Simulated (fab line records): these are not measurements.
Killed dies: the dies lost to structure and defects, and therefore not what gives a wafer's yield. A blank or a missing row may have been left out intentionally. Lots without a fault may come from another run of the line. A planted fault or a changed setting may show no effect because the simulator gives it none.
Comparing a struck lot with a sound one    flow gf180mcu    14 steps out of a route of 602
Sound: the wafers L230.4, L230.5, L230.6. The struck wafers were L223.2, L223.5, L223.6. At the end, the cause is stated.
At each step with rows: each side's tool, then ch and its chambers, then its first start. Under that, the readings that differ: sound wafers    struck wafers    difference of the means    sigmas: that difference in standard deviations of wafers without a fault.
alike: readings whose means differ by less than 2 such deviations, and words and numbers that are the same on both sides. not compared: withheld readings, readings that some wafer has no value for, bounds like >300 that may hide the same value, and numbers for which the record gives no deviation and whose values overlap.
A row with sigmas, a row that says differs or no value, or rows on one side alone: a step with any of these is where the two part. Non-overlapping numbers with no deviation appear without sigmas and do not part them. A reading missing from all wafers of one side parts the sides only when that side holds two or more wafers.

first, 2 steps without rows for these wafers: GF_M4_CLEAN_19 (cleans in DIW); GF_V4_CVD_00 (deposits SiO2, target thk 600 nm, time 100 s).
GF_V4_THK_MEAS_01:
  sound on film metro-02 at day 30 02:12; struck on film metro-01 at day 28 00:50
  alike: V4_CVD_00_THK
GF_V4_CVD_02: deposits SiO2 from TEOS, target thk 850 nm, time 94.851 s.
  sound on pecvd-02 ch 0,1,2, day 30 02:16; struck on pecvd-02 ch 0,2, day 28 00:53
  alike: heater power w
  not compared: since wet clean h
GF_V4_THK_MEAS_03:
  sound on film metro-02 at day 30 02:20; struck on film metro-02 at day 28 00:58
  alike: V4_CVD_02_THK
GF_V4_CMP_04: polishes SiO2.
  sound on cmp-01 ch 1,2,3, day 30 02:28; struck on cmp-02 ch 0,1,2, day 28 01:10
  alike: motor current A, time to endpoint s
GF_V4_BOW_MEAS_05:
  sound on film metro-02 at day 30 02:43; struck on film metro-02 at day 28 01:20
  alike: V4_BOW
then, 5 steps without rows for these wafers: GF_V4_DEHYDRATE_06 (time 60 s); GF_V4_HMDS_07 (prime time 60 s); GF_V4_COAT_08; GF_V4_COAT_09 (resist thk 1000 nm); GF_V4_SOFTBAKE_10 (time 60 s).
GF_V4_EXPOSE_11: exposes mask Via4, target cd 260 nm.
  sound on krf scanner-02 ch 0, day 30 12:06; struck on krf scanner-02, day 28 11:22
  no value came back on the struck wafers for exposure dose mJ cm2, focus offset nm (nm); on the sound wafers exposure dose mJ cm2 reads 37.96 37.98 37.98
  alike: mask
then, 1 step without rows for these wafers: GF_V4_PEB_12 (peb time 90 s).

== WHERE THEY PART ==
Only at GF_V4_EXPOSE_11, within this record.

WHY: what had been put in by the simulator
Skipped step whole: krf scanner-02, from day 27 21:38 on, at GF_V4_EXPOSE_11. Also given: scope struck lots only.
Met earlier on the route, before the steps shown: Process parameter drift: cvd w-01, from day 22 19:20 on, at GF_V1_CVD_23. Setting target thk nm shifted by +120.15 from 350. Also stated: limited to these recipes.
